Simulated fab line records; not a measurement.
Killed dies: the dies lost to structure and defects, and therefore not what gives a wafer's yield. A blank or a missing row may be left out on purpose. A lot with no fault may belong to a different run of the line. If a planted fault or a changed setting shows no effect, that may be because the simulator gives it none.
Which tool was responsible? | flow sfq_line | route of 325 steps, sampled at 1 step: 14 lots, 42 wafers

WHAT THE GAUGES READ, wafer by wafer
SFQ_I1_OVL_MEAS_913. Usual: for I1_OVL the level is -1 nm and the standard deviation is 6.
lot  | measured     | on         | I1_OVL (nm) | flag
L863 | day 16 00:37 | overlay-02 | -7 1 -6     |
L864 | day 16 10:14 | overlay-02 | -4 -6 -2    |
L865 | day 16 19:49 | overlay-01 | 0 7 -1      |
L866 | day 17 04:13 | overlay-01 | 4 0 5       |
L867 | day 17 16:40 | overlay-01 | 1 -6 -8     |
L868 | day 17 19:04 | overlay-02 | -10 -6 4    |
L869 | day 18 05:26 | overlay-01 | 5 -3 -13    |
L873 | day 21 22:14 | overlay-02 | -3 -6 3     |
L875 | day 22 14:58 | overlay-01 | -3 13 0     |
L876 | day 22 23:14 | overlay-02 | 0 -7 0      |
L878 | day 23 19:38 | overlay-01 | 6 -7 0      |
L881 | day 24 14:50 | overlay-02 | -3 -2 -1    |
L883 | day 24 23:14 | overlay-01 | 10 7 -3     |
L886 | day 25 22:29 | overlay-02 | 0 -6 1      |

EACH LOT AND THE TOOL THAT RAN IT (in order: tool; ch and the chambers of the sampled wafers; start)
No process step before these readings appears in the record.

WHAT THE TOOLS THEMSELVES READ (means of the sampled wafers that have a number; where no wafer has one, the mark that the record gives instead)
The record holds no such reading with a usual standard deviation.

THE ANSWER, worked out from the rows above alone
Rule: lot off if the mean of its wafers having a number is beyond 3 standard deviations from the usual mean. A lot without any number at a reading at which 4 lots or more have one is off too. All remaining lots with rows at the step are treated as sound. The gauges are gone through in route order, then the tools' own readings, and for those a lot's mean is taken as printed above. The first step at which some lot is off is used, and at that step the reading that is off furthest; a lot without a number counts as furthest.
No lot is off on any of the readings shown, so nothing can be concluded from this.

WHAT WAS PUT IN BY THE SIMULATOR
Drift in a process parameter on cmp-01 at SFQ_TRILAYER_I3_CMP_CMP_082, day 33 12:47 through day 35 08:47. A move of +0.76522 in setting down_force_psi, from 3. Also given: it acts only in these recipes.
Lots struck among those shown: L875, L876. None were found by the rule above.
